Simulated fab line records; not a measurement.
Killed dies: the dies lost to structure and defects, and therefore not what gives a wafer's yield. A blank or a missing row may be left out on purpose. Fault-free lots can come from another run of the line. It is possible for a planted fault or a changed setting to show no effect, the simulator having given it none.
Which tool is to blame? | flow gf180mcu | Sampling: 7 lots, 21 wafers, 2 of 602 route steps

WHAT EACH GAUGE READ, for each wafer
GF_MVPSD_TW_MEAS_11.
lot  | measured     | on            | MVPSD_TW
L600 | day 5 10:22  | film_metro-02 | 555.9 552.9 551.6
L604 | day 6 10:20  | film_metro-03 | 551.2 551.7 552.8
L608 | day 7 10:04  | film_metro-02 | 556.2 557.1 553.6
L612 | day 8 22:42  | film_metro-02 | 553.0 553.4 555.2
L616 | day 9 17:22  | film_metro-02 | 555.3 553.9 553.4
L618 | day 10 03:37 | film_metro-04 | 555.2 551.8 553.0
L621 | day 10 19:10 | film_metro-04 | 553.3 553.8 554.2

EACH LOT AND THE TOOL THAT RAN IT (in order: tool; ch and the chambers of the sampled wafers; start)
lot  | GF_DNWELL_IMPLANT_07
L600 | implanter-01 ch 0, day 3 04:32
L604 | implanter-02 ch 0, day 4 01:38
L608 | implanter-02 ch 0, day 4 23:10
L612 | implanter-01 ch 0, day 6 06:13
L616 | implanter-03 ch 0, day 6 23:38
L618 | implanter-03 ch 0, day 7 06:50
L621 | implanter-03 ch 0, day 7 20:28
- GF_DNWELL_IMPLANT_07

THE ANSWER, worked out from the rows above alone
Rule: the lots themselves supply what counts as usual. Put in order of their means at a reading, lots are off if they are a third of the lots or fewer, leave a main group of 4 or more, and stand apart from it by a gap of 3 or more times the standard deviation of the main group's means; of several such gaps the widest counts. A main group is skipped when, at the precision printed for the reading in the tables above, its means are all equal. Also off: a lot with no number at a reading for which 4 or more lots have one. All remaining lots with rows at the step are treated as sound.
No lot is off on any of the readings shown, so nothing can be concluded from this.

WHAT THE SIMULATOR HAD INSERTED
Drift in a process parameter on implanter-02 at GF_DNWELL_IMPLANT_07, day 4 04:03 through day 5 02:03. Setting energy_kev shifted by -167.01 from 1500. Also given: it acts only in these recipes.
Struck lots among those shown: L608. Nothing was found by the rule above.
